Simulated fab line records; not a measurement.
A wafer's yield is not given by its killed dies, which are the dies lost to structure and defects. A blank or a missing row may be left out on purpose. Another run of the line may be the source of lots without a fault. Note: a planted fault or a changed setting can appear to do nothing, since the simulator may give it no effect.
What tool caused it?    flow sky130    14 lots, 42 wafers sampled, at 6 steps of a route of 708

WHAT EACH GAUGE READ, for each wafer
SKY_VIA3_BOW_MEAS_03.
lot   measured      on             VIA3_BOW (um)
L968  day 39 14:08  film_metro-04  76 93 79
L963  day 39 14:26  film_metro-03  87 78 83
L966  day 39 15:31  film_metro-03  80 71 76
L967  day 39 16:05  film_metro-02  83 91 93
L965  day 39 16:43  film_metro-03  84 80 88
L969  day 39 17:01  film_metro-03  77 84 78
L971  day 40 20:31  film_metro-02  87 70 85
L973  day 41 03:08  film_metro-02  81 76 84
L976  day 45 10:11  film_metro-04  86 81 77
L977  day 45 10:23  film_metro-03  79 84 76
L982  day 45 10:38  film_metro-04  79 78 79
L979  day 45 17:33  film_metro-03  74 76 80
L983  day 45 18:10  film_metro-03  81 80 88
L986  day 45 20:15  film_metro-04  87 75 75

SKY_VIA3_RS_MEAS_22: the measuring method here is four-point-probe.
lot   measured      on             VIA3_W_RS (ohm/sq)
L968  day 40 16:00  film_metro-02  0.292 0.292 0.288
L963  day 40 16:07  film_metro-04  0.295 0.292 0.296
L966  day 40 16:27  film_metro-04  0.295 0.298 0.291
L967  day 40 16:58  film_metro-04  0.296 0.295 0.299
L965  day 40 18:42  film_metro-04  0.296 0.294 0.296
L969  day 40 19:05  film_metro-04  0.297 0.293 0.296
L971  day 41 21:05  film_metro-03  0.293 0.296 0.292
L973  day 42 03:52  film_metro-04  0.294 0.297 0.296
L976  day 46 09:43  film_metro-02  0.298 0.297 0.296
L977  day 46 09:53  film_metro-03  0.291 0.294 0.292
L982  day 46 10:34  film_metro-04  0.294 0.297 0.296
L979  day 46 17:58  film_metro-03  0.297 0.293 0.293
L983  day 46 18:59  film_metro-03  0.293 0.295 0.297
L986  day 46 21:16  film_metro-02  0.299 0.298 0.296

SKY_CAP2M_RS_MEAS_03: the measuring method here is four-point-probe.
lot   measured      on             CAP2M_TIN_RS (ohm/sq)
L968  day 40 16:49  film_metro-03  6.93 6.92 7.00
L963  day 40 16:57  film_metro-01  6.94 6.82 6.74
L966  day 40 17:17  film_metro-03  7.00 6.89 6.86
L967  day 40 17:47  film_metro-03  6.93 6.91 6.99
L965  day 40 19:32  film_metro-02  6.93 6.90 6.96
L969  day 40 19:54  film_metro-02  6.86 6.85 6.84
L971  day 41 21:55  film_metro-02  6.86 6.88 6.86
L973  day 42 04:42  film_metro-01  6.96 6.97 6.94
L976  day 46 10:32  film_metro-02  6.92 6.91 6.91
L977  day 46 10:43  film_metro-01  6.87 6.88 6.95
L982  day 46 11:24  film_metro-01  7.00 7.01 6.99
L979  day 46 18:49  film_metro-02  - - -
L983  day 46 19:49  film_metro-03  - - -
L986  day 46 22:05  film_metro-03  6.87 6.84 6.84

SKY_CAP2M_THK_MEAS_04: measures by xrf.
lot   measured      on             CAP2M_TIN_THK (nm)
L968  day 40 16:56  film_metro-03  200.2 200.2 199.1
L963  day 40 17:04  film_metro-01  200.8 203.9 205.4
L966  day 40 17:23  film_metro-03  198.4 202.4 203.0
L967  day 40 17:53  film_metro-03  200.8 202.0 199.1
L965  day 40 19:38  film_metro-02  200.0 200.0 198.5
L969  day 40 20:01  film_metro-02  200.7 202.5 202.6
L971  day 41 22:01  film_metro-02  201.2 201.3 202.1
L973  day 42 04:47  film_metro-01  201.4 201.5 201.4
L976  day 46 10:38  film_metro-02  201.1 201.9 201.3
L977  day 46 10:49  film_metro-01  203.0 202.5 200.9
L982  day 46 11:31  film_metro-01  199.1 198.6 198.9
L979  day 46 18:56  film_metro-02  <0.0 <0.0 <0.0
L983  day 46 19:56  film_metro-03  <0.0 <0.0 <0.0
L986  day 46 22:13  film_metro-03  203.7 203.7 203.6

EACH LOT AND THE TOOL THAT RAN IT (in order: tool; ch and the chambers of the sampled wafers; start)
lot   SKY_VIA3_CMP_24                SKY_CAP2M_SPUTTER_02
L968  cmp-01 ch 0,1,3, day 40 16:17  pvd_sputter-02, day 40 16:43
L963  cmp-02 ch 1,2, day 40 16:18    pvd_sputter-01, day 40 16:50
L966  cmp-02 ch 0,1,2, day 40 16:42  pvd_sputter-02, day 40 17:08
L967  cmp-02 ch 0,1, day 40 17:08    pvd_sputter-02, day 40 17:37
L965  cmp-01 ch 1,2,3, day 40 19:01  pvd_sputter-03, day 40 19:25
L969  cmp-01 ch 0,1, day 40 19:16    pvd_sputter-03, day 40 19:48
L971  cmp-01 ch 0,1,2, day 41 21:18  pvd_sputter-03, day 41 21:47
L973  cmp-01 ch 0,1,2, day 42 04:05  pvd_sputter-02, day 42 04:32
L976  cmp-01 ch 0,3, day 46 09:55    pvd_sputter-02, day 46 10:24
L977  cmp-02 ch 2,3, day 46 10:02    pvd_sputter-03, day 46 10:34
L982  cmp-02 ch 2,3, day 46 10:45    pvd_sputter-02, day 46 11:17
L979  cmp-02 ch 0,2,3, day 46 18:15  pvd_sputter-03, day 46 18:42
L983  cmp-01 ch 2,3, day 46 19:09    pvd_sputter-01, day 46 19:41
L986  cmp-01 ch 0,2,3, day 46 21:27  pvd_sputter-01, day 46 21:59
- SKY_VIA3_CMP_24: polishes, stops on SiO2, t overpolish 20 s, target thk 0 nm.
- SKY_CAP2M_SPUTTER_02: material TiN, target thk 200 nm, time 166.7 s.

AS READ BY THE TOOLS THEMSELVES (means over the sampled wafers that have a number; for cases with no such wafer, the mark the record gives instead)
SKY_VIA3_CMP_24.
lot   tool    motor_current_A (A)  overpolish_run_s (s)  time_to_endpoint_s (s)
L968  cmp-01  11.1                 20.002                98
L963  cmp-02  12.5                 20.008                95
L966  cmp-02  11.3                 20.001                89
L967  cmp-02  10.3                 20.008                93
L965  cmp-01  12.2                 19.990                95
L969  cmp-01  9.8                  20.000                95
L971  cmp-01  11.1                 19.992                95
L973  cmp-01  10.8                 20.000                95
L976  cmp-01  10.5                 20.004                97
L977  cmp-02  11.9                 20.002                99
L982  cmp-02  10.7                 20.004                95
L979  cmp-02  11.0                 20.003                91
L983  cmp-01  12.3                 20.002                98
L986  cmp-01  11.3                 19.993                92

SKY_CAP2M_SPUTTER_02.
lot   tool            cathode_dc_power_W (W)  chamber_pressure_pa (Pa)  throttle_valve_pct (%)
L968  pvd_sputter-02  6500.4                  0.3999                    30.9
L963  pvd_sputter-01  6500.0                  0.3999                    29.9
L966  pvd_sputter-02  6500.3                  0.3995                    30.3
L967  pvd_sputter-02  6499.3                  0.4003                    30.6
L965  pvd_sputter-03  6499.9                  0.3996                    27.8
L969  pvd_sputter-03  6500.5                  0.3993                    28.7
L971  pvd_sputter-03  6500.6                  0.4001                    28.8
L973  pvd_sputter-02  6501.1                  0.3992                    30.1
L976  pvd_sputter-02  6498.9                  0.4004                    30.2
L977  pvd_sputter-03  6501.0                  0.4004                    28.4
L982  pvd_sputter-02  6499.5                  0.3988                    30.6
L979  pvd_sputter-03  -                       -                         -
L983  pvd_sputter-01  -                       -                         -
L986  pvd_sputter-01  6499.7                  0.3996                    29.7

THE ANSWER, worked out from the rows above alone
Rule: what is usual is taken from the lots themselves. Put in order of their means at a reading, lots are off if they are a third of the lots or fewer, leave a main group of 4 or more, and stand apart from it by a gap of 3 or more times the standard deviation of the main group's means; of several such gaps the widest counts. A main group whose means are all the same, to the digits that the tables above print for the reading, isn't used. Also off: a lot with no number at a reading for which 4 or more lots have one. Where the step has rows for the other lots, those lots are counted as sound. First the gauges in route order, then the tools' own readings, where a lot's mean is used as printed above. At the first step where some lot is off, the reading lying furthest off is the one used; lots without a number count as furthest.
Off: at SKY_CAP2M_RS_MEAS_03 (CAP2M_TIN_RS), L979, L983. Without a number there: L979, L983. The main group has a mean of 6.91 ohm/sq with a standard deviation of 0.049.
A tool fits if, at a process step before that reading, it ran every lot that is off, and no sound lot after the first of them. Not tried: the gauges at SKY_CAP2M_RS_MEAS_03; whatever is off there is also off at SKY_CAP2M_SPUTTER_02, on other tools, and gauge error can't account for it. None of those tried fits.

WHAT THE SIMULATOR HAD PUT IN
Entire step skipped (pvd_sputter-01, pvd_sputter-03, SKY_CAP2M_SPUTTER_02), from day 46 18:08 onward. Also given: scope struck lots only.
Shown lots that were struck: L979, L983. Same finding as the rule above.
